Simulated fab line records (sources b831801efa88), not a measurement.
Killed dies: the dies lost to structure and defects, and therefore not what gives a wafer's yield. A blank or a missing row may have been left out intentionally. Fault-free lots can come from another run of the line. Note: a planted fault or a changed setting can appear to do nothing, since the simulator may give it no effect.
Which tool did it? :: flow sky130 :: 10 lots with 30 wafers sampled at 5 steps, on a route of 708 steps

WHAT THE GAUGES SHOWED, per wafer
SKY_CAP2M_THK_MEAS_01.
lot: L330
measured: day 39 12:53
on: film metro-03
CAP2M_CVD_00_THK (nm): 15.55 15.85 15.87

lot: L331
measured: day 39 22:56
on: film metro-04
CAP2M_CVD_00_THK (nm): 15.30 15.58 15.69

lot: L336
measured: day 41 17:01
on: film metro-03
CAP2M_CVD_00_THK (nm): 15.60 15.54 15.53

lot: L337
measured: day 41 19:23
on: film metro-03
CAP2M_CVD_00_THK (nm): 15.49 15.70 15.67

lot: L338
measured: day 42 21:19
on: film metro-04
CAP2M_CVD_00_THK (nm): 15.33 15.67 15.50

lot: L339
measured: day 42 23:37
on: film metro-04
CAP2M_CVD_00_THK (nm): 15.59 15.51 15.55

lot: L347
measured: day 44 15:52
on: film metro-03
CAP2M_CVD_00_THK (nm): 15.35 15.49 15.78

lot: L349
measured: day 45 04:17
on: film metro-02
CAP2M_CVD_00_THK (nm): 15.20 15.12 15.72

lot: L351
measured: day 45 15:04
on: film metro-04
CAP2M_CVD_00_THK (nm): 15.43 15.29 15.67

lot: L352
measured: day 45 21:23
on: film metro-04
CAP2M_CVD_00_THK (nm): 15.29 15.26 15.37

SKY_CAP2M_RS_MEAS_03: measures by four-point-probe.
lot: L330
measured: day 39 13:02
on: film metro-04
CAP2M_TIN_RS (ohm/sq): 6.76 6.77 6.80

lot: L331
measured: day 39 23:07
on: film metro-02
CAP2M_TIN_RS (ohm/sq): 6.77 6.83 6.81

lot: L336
measured: day 41 17:11
on: film metro-02
CAP2M_TIN_RS (ohm/sq): 6.87 6.92 6.86

lot: L337
measured: day 41 19:33
on: film metro-03
CAP2M_TIN_RS (ohm/sq): 6.77 6.76 6.74

lot: L338
measured: day 42 21:29
on: film metro-03
CAP2M_TIN_RS (ohm/sq): 6.72 6.74 6.69

lot: L339
measured: day 42 23:47
on: film metro-02
CAP2M_TIN_RS (ohm/sq): 6.79 6.84 6.87

lot: L347
measured: day 44 16:02
on: film metro-02
CAP2M_TIN_RS (ohm/sq): 6.71 6.28 6.65

lot: L349
measured: day 45 04:28
on: film metro-03
CAP2M_TIN_RS (ohm/sq): 6.73 6.72 6.70

lot: L351
measured: day 45 15:14
on: film metro-04
CAP2M_TIN_RS (ohm/sq): 6.67 6.73 6.71

lot: L352
measured: day 45 21:34
on: film metro-02
CAP2M_TIN_RS (ohm/sq): 6.74 6.74 6.81

SKY_CAP2M_THK_MEAS_04: measures by xrf.
lot: L330
measured: day 39 13:10
on: film metro-04
CAP2M_TIN_THK (nm): 199.5 199.1 198.6

lot: L331
measured: day 39 23:13
on: film metro-02
CAP2M_TIN_THK (nm): 198.4 196.1 195.9

lot: L336
measured: day 41 17:18
on: film metro-02
CAP2M_TIN_THK (nm): 196.6 195.1 196.6

lot: L337
measured: day 41 19:40
on: film metro-03
CAP2M_TIN_THK (nm): 199.1 200.0 198.9

lot: L338
measured: day 42 21:36
on: film metro-03
CAP2M_TIN_THK (nm): 201.3 201.0 201.7

lot: L339
measured: day 42 23:55
on: film metro-02
CAP2M_TIN_THK (nm): 197.4 196.5 196.2

lot: L347
measured: day 44 16:09
on: film metro-02
CAP2M_TIN_THK (nm): 199.1 213.4 201.3

lot: L349
measured: day 45 04:35
on: film metro-03
CAP2M_TIN_THK (nm): 200.9 201.2 202.1

lot: L351
measured: day 45 15:22
on: film metro-04
CAP2M_TIN_THK (nm): 203.6 201.3 201.8

lot: L352
measured: day 45 21:41
on: film metro-02
CAP2M_TIN_THK (nm): 200.1 200.2 197.8

SKY_CAP2M_OVL_MEAS_12.
lot: L330
measured: day 40 13:31
on: overlay-01
CAP2M_OVL (nm): -2.7 0.6 0.3

lot: L331
measured: day 40 22:15
on: overlay-02
CAP2M_OVL (nm): -1.4 -1.2 0.2

lot: L336
measured: day 42 16:32
on: overlay-01
CAP2M_OVL (nm): 2.7 1.1 2.3

lot: L337
measured: day 42 19:07
on: overlay-01
CAP2M_OVL (nm): -2.8 -0.6 -2.1

lot: L338
measured: day 43 20:29
on: overlay-02
CAP2M_OVL (nm): -1.6 -0.1 0.7

lot: L339
measured: day 43 22:13
on: overlay-01
CAP2M_OVL (nm): -1.5 -0.1 -0.1

lot: L347
measured: day 45 11:52
on: overlay-02
CAP2M_OVL (nm): 0.1 0.7 1.3

lot: L349
measured: day 46 01:04
on: overlay-01
CAP2M_OVL (nm): -0.5 -0.7 -0.4

lot: L351
measured: day 46 09:01
on: overlay-02
CAP2M_OVL (nm): -0.5 0.8 2.1

lot: L352
measured: day 46 17:43
on: overlay-01
CAP2M_OVL (nm): 0.2 0.5 1.7

WHAT TOOL EACH LOT RAN ON (gives the tool, then ch and the chambers of the sampled wafers, and finally the start)
lot: L330
SKY_CAP2M_SPUTTER_02: pvd sputter-03, day 39 12:56

lot: L331
SKY_CAP2M_SPUTTER_02: pvd sputter-01, day 39 22:58

lot: L336
SKY_CAP2M_SPUTTER_02: pvd sputter-04, day 41 17:04

lot: L337
SKY_CAP2M_SPUTTER_02: pvd sputter-01, day 41 19:26

lot: L338
SKY_CAP2M_SPUTTER_02: pvd sputter-03, day 42 21:22

lot: L339
SKY_CAP2M_SPUTTER_02: pvd sputter-01, day 42 23:41

lot: L347
SKY_CAP2M_SPUTTER_02: pvd sputter-01, day 44 15:55

lot: L349
SKY_CAP2M_SPUTTER_02: pvd sputter-03, day 45 04:20

lot: L351
SKY_CAP2M_SPUTTER_02: pvd sputter-03, day 45 15:08

lot: L352
SKY_CAP2M_SPUTTER_02: pvd sputter-03, day 45 21:26
- SKY_CAP2M_SPUTTER_02: material TiN, target thk 200 nm, time 166.7 s.

AS READ BY THE TOOLS THEMSELVES (means over the sampled wafers that have a number; for cases with no such wafer, the mark the record gives instead)
SKY_CAP2M_SPUTTER_02.
lot: L330
tool: pvd sputter-03
cathode dc power W (W): 6652.1
throttle valve pct (%): 30.7

lot: L331
tool: pvd sputter-01
cathode dc power W (W): 6652.0
throttle valve pct (%): 29.7

lot: L336
tool: pvd sputter-04
cathode dc power W (W): 6652.0
throttle valve pct (%): 28.5

lot: L337
tool: pvd sputter-01
cathode dc power W (W): 6651.0
throttle valve pct (%): 29.8

lot: L338
tool: pvd sputter-03
cathode dc power W (W): 6650.9
throttle valve pct (%): 30.7

lot: L339
tool: pvd sputter-01
cathode dc power W (W): 6652.0
throttle valve pct (%): 30.2

lot: L347
tool: pvd sputter-01
cathode dc power W (W): 6653.8
throttle valve pct (%): 29.6

lot: L349
tool: pvd sputter-03
cathode dc power W (W): 6653.1
throttle valve pct (%): 29.9

lot: L351
tool: pvd sputter-03
cathode dc power W (W): 6653.1
throttle valve pct (%): 30.6

lot: L352
tool: pvd sputter-03
cathode dc power W (W): 6652.4
throttle valve pct (%): 30.2

THE ANSWER, worked out from the rows above alone
Rule: usual is defined by the lots themselves. The widest of any qualifying gaps counts: lots, ordered by their means at a reading, are off when they make up no more than a third of the lots, leave a main group of 4 or more, and stand apart from it by 3 or more times the standard deviation of that group's means. Not used: any main group whose means are identical at the precision the tables above print for the reading. A lot without any number at a reading at which 4 lots or more have one is off too. Where the step has rows for the other lots, those lots are counted as sound. After the gauges, taken in route order, come the tools' own readings; for these a lot's mean is taken, as printed above. At the first step where some lot is off, the reading lying furthest off is the one used; lots without a number count as furthest.
None of the lots is off at any reading shown; this tells nothing.

WHAT THE SIMULATOR PUT IN
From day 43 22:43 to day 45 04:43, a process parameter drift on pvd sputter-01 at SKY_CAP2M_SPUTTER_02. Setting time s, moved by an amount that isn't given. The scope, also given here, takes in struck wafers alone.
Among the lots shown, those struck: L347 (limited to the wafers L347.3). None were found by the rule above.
